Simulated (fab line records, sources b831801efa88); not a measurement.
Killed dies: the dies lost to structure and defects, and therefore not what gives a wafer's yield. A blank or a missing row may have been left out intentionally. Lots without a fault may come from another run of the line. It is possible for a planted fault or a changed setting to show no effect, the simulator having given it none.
fab line records	flow sky130	part 1 of 2: steps 1 to 26 of 36
[record] lots = 5	wafers = 15	lastDay = 49
route steps=708 shown VIA3@578 METAL4@598 CAP2M@603
lots that met no fault: from a run of the same line without faults
startH: hours from the record's first day to the start of the lot's first wafer shown	waitH: hours elapsed since this lot's preceding step	" identical to the entry in the row above	L1.1+2: several wafers, shown together as one row	- no value, or no start was given	* or withheld: withheld	< > ~ a bound
route shown NAME@n: a module of which the file shows steps, and the number in the route of the first	usual: mean/standard deviation of fault-free wafers	same: alike in all rows	chamber/n: place in a boat	sites: each site's reading	_std_site: standard deviation across them	_edge_site: inner sites' mean taken away from outer sites' mean	radiusMm: for every site, how far away it sits from the centre of the wafer	mask NAME#n: copy n	behind: tool/chamber where the wafer was last shaped	hold: why the lot went on hold/how many hours it stayed there/how the hold came to an end	device: the n, p or np transistor that did not switch	end of line: at the end of the route, the tests of the same wafers	where a step has no rows: the recipe by itself	killed: count of dies lost to structure and defects at first sort (not the wafer's yield)	map: dies across one wafer; x = killed, . = not, _ = none there
set.NAME: the setting the step ran with; set.NAME@STEP: the setting that earlier step ran with	model.NAME: the simulator's own value behind a step, which no gauge read
lots at some steps of the route; a table a step, a row a wafer
services: a tool's chamber out of use, with start hour (startH, from the record's first day; less than 0 if before it), hours out, and reason
[[steps]]
[step SKY_VIA3_HMDS_05]
[recipe] primeTimeS = 60	primeTempC = 120
[usual] exhaustPa = 45.0/0.87
lot.wafer	tool	chamber	startH	waitH	exhaustPa
L084.1	lithoTrack-02	0	995.96	0.1	46.0
L084.3	"	0	"	"	45.8
L084.5	"	0	"	"	45.8
L086.2	lithoTrack-02	0	1006.19	0.1	47.1
L086.3	"	0	"	"	46.1
L086.5	"	0	"	"	45.9
L090.1	lithoTrack-02	0	1031.76	0.1	45.0
L090.3	"	0	"	"	45.1
L090.5	"	0	"	"	44.8
L093.1	lithoTrack-02	0	1042.01	0.1	46.1
L093.2	"	0	"	"	45.4
L093.5	"	0	"	"	46.1
L092.1	lithoTrack-03	0	1042.24	0.1	45.4
L092.2	"	0	"	"	46.3
L092.3	"	0	"	"	46.9
[step SKY_VIA3_COAT_06]
[recipe] resist = BARC	tempC = withheld	timeS = withheld	spinRpm = 3000	resistThkNm = 60
[usual] exhaustPa = 44.9/0.91
lot.wafer	tool	chamber	startH	waitH	exhaustPa
L084.1	lithoTrack-02	0	996.11	0.1	43.8
L084.3	"	0	"	"	45.4
L084.5	"	0	"	"	45.8
L086.2	lithoTrack-02	0	1006.34	0.1	45.3
L086.3	"	0	"	"	44.5
L086.5	"	0	"	"	45.2
L090.1	lithoTrack-02	0	1031.91	0.1	43.9
L090.3	"	0	"	"	44.4
L090.5	"	0	"	"	44.9
L093.1	lithoTrack-02	0	1042.16	0.1	45.3
L093.2	"	0	"	"	43.6
L093.5	"	0	"	"	44.7
L092.1	lithoTrack-03	0	1042.39	0.1	45.8
L092.2	"	0	"	"	45.4
L092.3	"	0	"	"	46.2
[step SKY_VIA3_COAT_07]
[recipe] resist = KrF-thick	spinRpm = 3000	resistThkNm = 450
[usual] exhaustPa = 45.1/0.95
lot.wafer	tool	chamber	startH	waitH	exhaustPa
L084.1	lithoTrack-02	0	-	-	45.9
L084.3	"	0	"	"	45.6
L084.5	"	0	"	"	45.9
L086.2	lithoTrack-02	0	-	-	45.5
L086.3	"	0	"	"	46.5
L086.5	"	0	"	"	44.8
L090.1	lithoTrack-02	0	-	-	44.9
L090.3	"	0	"	"	43.1
L090.5	"	0	"	"	44.4
L093.1	lithoTrack-02	0	-	-	44.1
L093.2	"	0	"	"	45.3
L093.5	"	0	"	"	43.8
L092.1	lithoTrack-03	0	-	-	44.8
L092.2	"	0	"	"	45.8
L092.3	"	0	"	"	45.0
[step SKY_VIA3_SOFTBAKE_08]
[recipe] tempC = 100	timeS = 90	resist = KrF-thick
[usual] exhaustPa = 45.1/0.76	heaterPowerTotalW = 57.36/0.11
lot.wafer	tool	chamber	startH	waitH	exhaustPa	heaterPowerTotalW
L084.1	lithoTrack-02	0	-	-	43.9	57.18
L084.3	"	0	"	"	45.4	57.56
L084.5	"	0	"	"	44.4	57.39
L086.2	lithoTrack-02	0	-	-	44.0	57.49
L086.3	"	0	"	"	44.8	57.26
L086.5	"	0	"	"	44.2	57.27
L090.1	lithoTrack-02	0	-	-	45.6	57.38
L090.3	"	0	"	"	45.4	57.31
L090.5	"	0	"	"	46.2	57.38
L093.1	lithoTrack-02	0	-	-	44.7	57.47
L093.2	"	0	"	"	44.6	57.33
L093.5	"	0	"	"	45.6	57.55
L092.1	lithoTrack-03	0	-	-	45.9	57.53
L092.2	"	0	"	"	46.3	57.32
L092.3	"	0	"	"	45.0	57.33
[step SKY_VIA3_EXPOSE_09]
[recipe] maskId = VIM3	na = 0.8	sourceShape = annular	sigmaInner = 0.55	sigmaOuter = 0.85	targetCdNm = 200	doseMj = 38
lot.wafer	tool	chamber	startH	waitH	mask
L084.1+3+5	krfScanner-02	0	-	-	VIM3#0
L086.2+3+5	krfScanner-02	0	-	-	VIM3#0
L090.1+3+5	krfScanner-01	0	-	-	VIM3#0
L093.1+2+5	krfScanner-01	0	-	-	VIM3#0
L092.1+2+3	krfScanner-02	0	-	-	VIM3#0
[step SKY_VIA3_PEB_10]
[recipe] pebTempC = withheld	pebTimeS = withheld	resist = KrF-thick
[usual] exhaustPa = 44.9/0.88
lot.wafer	tool	chamber	startH	waitH	exhaustPa
L084.1	lithoTrack-01	0	-	-	45.4
L084.3	"	0	"	"	44.4
L084.5	"	0	"	"	44.6
L086.2	lithoTrack-02	0	-	-	44.5
L086.3	"	0	"	"	44.5
L086.5	"	0	"	"	44.5
L090.1	lithoTrack-02	0	-	-	44.6
L090.3	"	0	"	"	45.1
L090.5	"	0	"	"	44.3
L093.1	lithoTrack-01	0	-	-	42.9
L093.2	"	0	"	"	43.3
L093.5	"	0	"	"	42.2
L092.1	lithoTrack-03	0	-	-	45.1
L092.2	"	0	"	"	44.7
L092.3	"	0	"	"	45.7
[step SKY_VIA3_DEVELOP_11]
[recipe] developTimeS = 60	resist = KrF-thick	devTempC = 21
[usual] exhaustPa = 45.1/0.93
lot.wafer	tool	chamber	startH	waitH	exhaustPa
L084.1	lithoTrack-01	0	-	-	45.3
L084.3	"	0	"	"	46.3
L084.5	"	0	"	"	44.2
L086.2	lithoTrack-02	0	-	-	47.5
L086.3	"	0	"	"	45.2
L086.5	"	0	"	"	45.1
L090.1	lithoTrack-02	0	-	-	44.6
L090.3	"	0	"	"	45.4
L090.5	"	0	"	"	45.7
L093.1	lithoTrack-01	0	-	-	45.3
L093.2	"	0	"	"	44.5
L093.5	"	0	"	"	44.7
L092.1	lithoTrack-03	0	-	-	45.1
L092.2	"	0	"	"	45.2
L092.3	"	0	"	"	46.8
[step SKY_VIA3_CD_MEAS_12]
[recipe] targetCdNm = 200
[usual] cdNm = 200.1/1.3
lot.wafer	tool	chamber	startH	waitH	cdNm
L084.1	cdSem-01	-	1007.71	-	198.0
L084.3	"	-	"	"	198.8
L084.5	"	-	"	"	198.9
L086.2	cdSem-02	-	1018.93	-	199.9
L086.3	"	-	"	"	200.3
L086.5	"	-	"	"	199.8
L090.1	cdSem-02	-	1044.16	-	199.9
L090.3	"	-	"	"	200.3
L090.5	"	-	"	"	199.9
L093.1	cdSem-01	-	1052.41	-	200.7
L093.2	"	-	"	"	201.9
L093.5	"	-	"	"	201.6
L092.1	cdSem-01	-	1052.84	-	200.3
L092.2	"	-	"	"	200.5
L092.3	"	-	"	"	200.7
[step SKY_VIA3_OVL_MEAS_13]
[usual] VIA3_OVL = 2/6.1
lot.wafer	tool	chamber	startH	waitH	VIA3_OVL[nm]
L084.1	overlay-01	-	1007.83	0.1	1
L084.3	"	-	"	"	3
L084.5	"	-	"	"	6
L086.2	overlay-02	-	1019.04	0.1	6
L086.3	"	-	"	"	-2
L086.5	"	-	"	"	4
L090.1	overlay-02	-	1044.28	0.1	10
L090.3	"	-	"	"	7
L090.5	"	-	"	"	8
L093.1	overlay-02	-	1052.53	0.1	-8
L093.2	"	-	"	"	-5
L093.5	"	-	"	"	-5
L092.1	overlay-02	-	1052.96	0.1	-3
L092.2	"	-	"	"	-4
L092.3	"	-	"	"	0
[step SKY_VIA3_ETCH_14]
[recipe] chemistry = N2/H2	target = BARC	ionEnergyEv = 200	sourceW = 500	biasW = 100	pressureMtorr = 30	n2FlowSccm = 100	h2FlowSccm = 200	stopOn = SiO2	timeS = 45.9	targetDepthA = 600
[usual] drypumpMotorCurrentA = 5.8/0.47	oesProductAu = 0.855/0.0049	throttleValvePct = 13.224/0.0086
lot.wafer	tool	chamber	startH	waitH	drypumpMotorCurrentA	oesProductAu	rfHoursCounterH	throttleValvePct
L084.1	rieDiel-02	0	1007.87	0.0	5.7	0.860	22	13.222
L084.3	"	1	"	"	5.6	0.849	17	13.204
L084.5	"	0	"	"	5.7	0.857	-	13.225
L086.2	rieDiel-01	1	1019.07	0.0	6.2	0.862	18	13.221
L086.3	"	2	"	"	6.1	0.856	10	13.225
L086.5	"	2	"	"	6.1	0.863	-	13.225
L090.1	rieDiel-04	2	1044.32	0.0	5.6	0.850	23	13.217
L090.3	"	1	"	"	6.1	0.855	16	13.214
L090.5	"	0	"	"	6.2	0.847	-	13.231
L093.1	rieDiel-01	2	1052.57	0.0	6.1	0.857	11	13.228
L093.2	"	1	"	"	6.2	0.853	19	13.227
L093.5	"	2	"	"	6.1	0.846	-	13.215
L092.1	rieDiel-04	2	1053.00	0.0	5.6	0.856	23	13.238
L092.2	"	3	"	"	4.7	0.857	8	13.222
L092.3	"	0	"	"	6.2	0.862	6	13.234
[step SKY_VIA3_ETCH_15]
[recipe] target = SiO2	chemistry = C4F8/O2/Ar	targetDepthNm = 507	stopOn = TiN	maskMaterial = KrF-thick	sourceW = 1500	biasW = 1200	pressureMtorr = 40	c4f8FlowSccm = withheld	O2_flow_sccm = 6	Ar_flow_sccm = 300	timeS = 78
[usual] oesProductAu = 0.945/0.0048
lot.wafer	tool	chamber	startH	waitH	oesProductAu
L084.1	rieDiel-02	0	1007.91	0.0	0.947
L084.3	"	1	"	"	0.938
L084.5	"	0	"	"	0.946
L086.2	rieDiel-01	1	1019.11	0.0	0.952
L086.3	"	2	"	"	0.957
L086.5	"	2	"	"	0.946
L090.1	rieDiel-04	2	1044.36	0.0	0.943
L090.3	"	1	"	"	0.946
L090.5	"	0	"	"	0.950
L093.1	rieDiel-01	2	1052.61	0.0	0.944
L093.2	"	1	"	"	0.944
L093.5	"	2	"	"	0.936
L092.1	rieDiel-04	2	1053.04	0.0	0.947
L092.2	"	3	"	"	0.948
L092.3	"	0	"	"	0.953
[step SKY_VIA3_STRIP_16]
[recipe] chemistry = O2/N2	powerW = 1400	pressureMtorr = 1500	platenTempC = withheld	o2FlowSccm = 3000	n2FlowSccm = 300	overashFraction = 0.5
[usual] drypumpMotorCurrentA = 5.9/0.35	oesProductAu = 0.402/0.0045	stripTimeToEndpointS = 4.12/0.034
lot.wafer	tool	chamber	startH	waitH	drypumpMotorCurrentA	oesProductAu	rfHoursCounterH	stripTimeToEndpointS
L084.1	plasmaAsher-03	1	1007.97	0.0	5.5	0.408	121	4.11
L084.3	"	0	"	"	5.5	0.398	-	4.12
L084.5	"	0	"	"	5.5	0.399	-	4.14
L086.2	plasmaAsher-02	0	1019.17	0.0	5.8	0.401	57	4.06
L086.3	"	0	"	"	5.7	0.404	-	4.08
L086.5	"	1	"	"	6.3	0.404	-	4.09
L090.1	plasmaAsher-04	1	1044.42	0.0	6.5	0.397	87	4.16
L090.3	"	0	"	"	5.9	0.409	-	4.17
L090.5	"	0	"	"	6.0	0.400	-	4.11
L093.1	plasmaAsher-04	0	1052.67	0.0	5.9	0.402	89	4.14
L093.2	"	1	"	"	6.4	0.400	89	4.11
L093.5	"	0	"	"	5.9	0.402	-	4.11
L092.1	plasmaAsher-02	1	1053.10	0.0	6.2	0.400	61	4.12
L092.2	"	0	"	"	5.7	0.399	61	4.20
L092.3	"	0	"	"	5.7	0.405	-	4.10
[step SKY_VIA3_STRIP_17]
[recipe] chemistry = postEtchResidueRemover	timeS = 1200	tempC = 72.5
lot.wafer	tool	chamber	startH	waitH
L084.1+3+5	wetBench-03	1	1008.07	0.1
L086.2+3+5	wetBench-02	3	1019.27	0.1
L090.1+3+5	wetBench-03	0	1044.52	0.1
L093.1+2+5	wetBench-03	2	1052.77	0.1
L092.1+2+3	wetBench-02	2	1053.20	0.1
[step SKY_VIA3_CLEAN_18]
[recipe] chemistry = IPA	timeS = 180	tempC = 25
lot.wafer	tool	chamber	startH	waitH
L084.1+3+5	wetBench-02	3	1008.41	0.0
L086.2+3+5	wetBench-02	0	1019.65	0.0
L090.1+3+5	wetBench-01	0	1044.87	0.0
L093.1+2+5	wetBench-02	0	1053.11	0.0
L092.1+2+3	wetBench-03	3	1053.61	0.0
[step SKY_VIA3_CLEAN_19]
[recipe] chemistry = O3/DIW	dry = n2Spin
lot.wafer	tool	chamber	startH	waitH
L084.1+3+5	wetBench-03	2	1008.47	0.0
L086.2+3+5	wetBench-01	1	1019.71	0.0
L090.1+3+5	wetBench-02	3	1044.92	0.0
L093.1+2+5	wetBench-03	2	1053.18	0.0
L092.1+2+3	wetBench-02	3	1053.66	0.0
[step SKY_VIA3_SPUTTER_20]
[recipe] material = TiN	targetThkNm = 20	chamberPressurePa = 5	powerW = 4000	timeS = 80
[usual] throttleValvePct = 30.6/0.98
lot.wafer	tool	chamber	startH	waitH	throttleValvePct
L084.1	pvdSputter-03	-	1008.57	0.0	31.7
L084.3	"	-	"	"	31.6
L084.5	"	-	"	"	31.4
L086.2	pvdSputter-03	-	1019.80	0.0	30.9
L086.3	"	-	"	"	31.8
L086.5	"	-	"	"	31.6
L090.1	pvdSputter-01	-	1045.02	0.0	30.2
L090.3	"	-	"	"	29.2
L090.5	"	-	"	"	31.9
L093.1	pvdSputter-02	-	1053.27	0.0	29.9
L093.2	"	-	"	"	31.3
L093.5	"	-	"	"	30.7
L092.1	pvdSputter-03	-	1053.77	0.0	29.1
L092.2	"	-	"	"	31.7
L092.3	"	-	"	"	31.2
[step SKY_VIA3_CVD_21]
[recipe] material = W	targetThkNm = 390	timeS = 117.31	tempC = 400	pressureTorr = 40
[usual] heaterPowerW = 831/75
lot.wafer	tool	chamber	startH	waitH	heaterPowerW	sinceWetCleanH
L084.1	cvdW-02	1	1008.63	0.0	813	91
L084.3	"	1	"	"	824	-
L084.5	"	0	"	"	886	-
L086.2	cvdW-02	0	1019.86	0.0	892	102
L086.3	"	0	"	"	897	-
L086.5	"	0	"	"	904	-
L090.1	cvdW-02	0	1045.08	0.0	892	127
L090.3	"	1	"	"	792	-
L090.5	"	0	"	"	886	-
L093.1	cvdW-01	1	1053.33	0.0	903	649
L093.2	"	0	"	"	686	649
L093.5	"	1	"	"	905	-
L092.1	cvdW-02	1	1053.83	0.0	820	136
L092.2	"	0	"	"	912	136
L092.3	"	1	"	"	803	-
[step SKY_VIA3_RS_MEAS_22]
[recipe] thkMeasGauge = four-point-probe	reads = W_of_VIA3_CVD_21+TiN_of_VIA3_SPUTTER_20
[usual] VIA3_W_RS = 0.293/0.0034
lot.wafer	tool	chamber	startH	waitH	VIA3_W_RS[ohm/sq]
L084.1	filmMetro-03	-	1008.75	0.1	0.298
L084.3	"	-	"	"	0.299
L084.5	"	-	"	"	0.293
L086.2	filmMetro-03	-	1020.01	0.1	0.294
L086.3	"	-	"	"	0.299
L086.5	"	-	"	"	0.297
L090.1	filmMetro-03	-	1045.21	0.1	0.297
L090.3	"	-	"	"	0.297
L090.5	"	-	"	"	0.296
L093.1	filmMetro-01	-	1053.46	0.1	0.294
L093.2	"	-	"	"	0.293
L093.5	"	-	"	"	0.295
L092.1	filmMetro-03	-	1053.96	0.1	0.293
L092.2	"	-	"	"	0.295
L092.3	"	-	"	"	0.292
[step SKY_VIA3_THK_MEAS_23]
[recipe] thkMeasGauge = xrf	reads = W_of_VIA3_CVD_21
[usual] VIA3_W_THK = 383/5.5
lot.wafer	tool	chamber	startH	waitH	VIA3_W_THK[nm]
L084.1	filmMetro-03	-	1008.87	0.1	381
L084.3	"	-	"	"	379
L084.5	"	-	"	"	387
L086.2	filmMetro-03	-	1020.12	0.1	385
L086.3	"	-	"	"	378
L086.5	"	-	"	"	382
L090.1	filmMetro-03	-	1045.33	0.1	380
L090.3	"	-	"	"	378
L090.5	"	-	"	"	378
L093.1	filmMetro-01	-	1053.58	0.1	382
L093.2	"	-	"	"	381
L093.5	"	-	"	"	383
L092.1	filmMetro-03	-	1054.08	0.1	384
L092.2	"	-	"	"	383
L092.3	"	-	"	"	387
[step SKY_VIA3_CMP_24]
[recipe] stopOn = SiO2	tOverpolishS = 20	downForcePsi = 3.5	platenRpm = 60	targetThkNm = 0	padVelocityMS = 0.94248
[usual] motorCurrentA = 10.2/0.81	overpolishRunS = 20.000/0.0086	timeToEndpointS = 97/4.3
lot.wafer	tool	chamber	startH	waitH	motorCurrentA	overpolishRunS	timeToEndpointS
L084.1	cmp-01	1	1009.03	0.1	10.3	19.989	100
L084.3	"	2	"	"	9.7	20.001	90
L084.5	"	3	"	"	10.3	19.994	96
L086.2	cmp-02	2	1020.31	0.2	10.4	19.994	96
L086.3	"	3	"	"	10.6	20.012	97
L086.5	"	2	"	"	9.9	20.005	95
L090.3	cmp-02	0	1045.39	0.0	9.3	20.013	102
L090.1	"	2	"	"	10.1	19.996	96
L090.5	"	1	"	"	11.7	20.010	103
L093.2	cmp-01	0	1053.64	0.0	9.4	20.008	92
L093.1	"	3	"	"	9.8	19.983	98
L093.5	"	0	"	"	9.6	19.992	90
L092.2	cmp-02	1	1054.14	0.0	11.5	19.991	99
L092.1	"	2	"	"	10.7	19.988	95
L092.3	"	0	"	"	8.8	19.997	101
[step SKY_METAL4_SPUTTER_00]
[recipe] material = Ti	targetThkNm = 15	powerW = 3000	timeS = 10	chamberPressurePa = 0.4
[usual] throttleValvePct = 30.1/1.2
lot.wafer	tool	chamber	startH	waitH	throttleValvePct
L084.1	pvdSputter-03	-	1009.23	0.1	29.2
L084.3	"	-	"	"	31.9
L084.5	"	-	"	"	31.7
L086.2	pvdSputter-04	-	1020.61	0.2	29.0
L086.3	"	-	"	"	30.6
L086.5	"	-	"	"	28.1
L090.1	pvdSputter-02	-	1045.69	0.1	30.5
L090.3	"	-	"	"	31.3
L090.5	"	-	"	"	31.3
L093.1	pvdSputter-02	-	1053.94	0.1	30.1
L093.2	"	-	"	"	30.0
L093.5	"	-	"	"	30.7
L092.1	pvdSputter-03	-	1054.44	0.2	29.2
L092.2	"	-	"	"	31.3
L092.3	"	-	"	"	31.7
[step SKY_METAL4_SPUTTER_01]
[recipe] material = TiN	targetThkNm = 20	powerW = 6500	timeS = 16.7	chamberPressurePa = 0.4
[usual] throttleValvePct = 30.1/1.1
lot.wafer	tool	chamber	startH	waitH	throttleValvePct
L084.1	pvdSputter-03	-	1009.25	0.0	29.1
L084.3	"	-	"	"	31.5
L084.5	"	-	"	"	31.7
L086.2	pvdSputter-04	-	1020.64	0.0	29.1
L086.3	"	-	"	"	30.3
L086.5	"	-	"	"	28.5
L090.1	pvdSputter-02	-	1045.71	0.0	30.3
L090.3	"	-	"	"	31.3
L090.5	"	-	"	"	31.3
L093.1	pvdSputter-02	-	1053.96	0.0	29.9
L093.2	"	-	"	"	30.2
L093.5	"	-	"	"	30.4
L092.1	pvdSputter-03	-	1054.46	0.0	29.1
L092.2	"	-	"	"	31.2
L092.3	"	-	"	"	31.7
[step SKY_METAL4_SPUTTER_02]
[recipe] material = AlCu	targetThkNm = 735	powerW = 10600	timeS = 39.1	chamberPressurePa = 0.4
[usual] throttleValvePct = 30.1/1.2
lot.wafer	tool	chamber	startH	waitH	throttleValvePct
L084.1	pvdSputter-03	-	1009.28	0.0	29.2
L084.3	"	-	"	"	31.8
L084.5	"	-	"	"	31.4
L086.2	pvdSputter-04	-	1020.66	0.0	28.6
L086.3	"	-	"	"	30.4
L086.5	"	-	"	"	28.3
L090.1	pvdSputter-02	-	1045.74	0.0	30.6
L090.3	"	-	"	"	31.2
L090.5	"	-	"	"	31.2
L093.1	pvdSputter-02	-	1053.98	0.0	30.0
L093.2	"	-	"	"	29.9
L093.5	"	-	"	"	30.5
L092.1	pvdSputter-03	-	1054.49	0.0	29.0
L092.2	"	-	"	"	31.5
L092.3	"	-	"	"	31.9
[step SKY_METAL4_SPUTTER_03]
[recipe] material = Ti	targetThkNm = 5	powerW = 3000	timeS = 3.3	chamberPressurePa = 0.4
[usual] throttleValvePct = 30.1/1.2
lot.wafer	tool	chamber	startH	waitH	throttleValvePct
L084.1	pvdSputter-03	-	1009.32	0.0	28.9
L084.3	"	-	"	"	31.7
L084.5	"	-	"	"	31.7
L086.2	pvdSputter-04	-	1020.70	0.0	29.1
L086.3	"	-	"	"	30.6
L086.5	"	-	"	"	28.5
L090.1	pvdSputter-02	-	1045.77	0.0	30.5
L090.3	"	-	"	"	31.5
L090.5	"	-	"	"	31.4
L093.1	pvdSputter-02	-	1054.02	0.0	29.8
L093.2	"	-	"	"	30.2
L093.5	"	-	"	"	30.4
L092.1	pvdSputter-03	-	1054.52	0.0	29.3
L092.2	"	-	"	"	31.1
L092.3	"	-	"	"	31.7
[step SKY_METAL4_SPUTTER_04]
[recipe] material = TiN	targetThkNm = 70	powerW = 6500	timeS = 58.3	chamberPressurePa = 0.4
[usual] throttleValvePct = 30.1/1.2
lot.wafer	tool	chamber	startH	waitH	throttleValvePct
L084.1	pvdSputter-03	-	1009.34	0.0	29.4
L084.3	"	-	"	"	31.8
L084.5	"	-	"	"	31.9
L086.2	pvdSputter-04	-	1020.72	0.0	28.8
L086.3	"	-	"	"	30.6
L086.5	"	-	"	"	28.2
L090.1	pvdSputter-02	-	1045.79	0.0	30.8
L090.3	"	-	"	"	31.3
L090.5	"	-	"	"	31.4
L093.1	pvdSputter-02	-	1054.04	0.0	30.0
L093.2	"	-	"	"	30.1
L093.5	"	-	"	"	30.7
L092.1	pvdSputter-03	-	1054.54	0.0	29.2
L092.2	"	-	"	"	31.5
L092.3	"	-	"	"	31.6
[step SKY_CAP2M_CVD_00]
[recipe] material = SiO2	targetThkNm = 15.5	tempC = 400	timeS = withheld	rfW = 450
[usual] heaterPowerW = 698/66
lot.wafer	tool	chamber	startH	waitH	heaterPowerW
L084.1	pecvd-03	1	1009.38	0.0	697
L084.3	"	2	"	"	724
L084.5	"	0	"	"	694
L086.2	pecvd-02	2	1020.77	0.0	557
L086.3	"	1	"	"	766
L086.5	"	0	"	"	650
L090.1	pecvd-01	0	1045.84	0.0	691
L090.3	"	1	"	"	856
L090.5	"	2	"	"	773
L093.1	pecvd-01	1	1054.09	0.0	817
L093.2	"	0	"	"	706
L093.5	"	2	"	"	796
L092.1	pecvd-02	2	1054.59	0.0	680
L092.2	"	0	"	"	562
L092.3	"	1	"	"	728
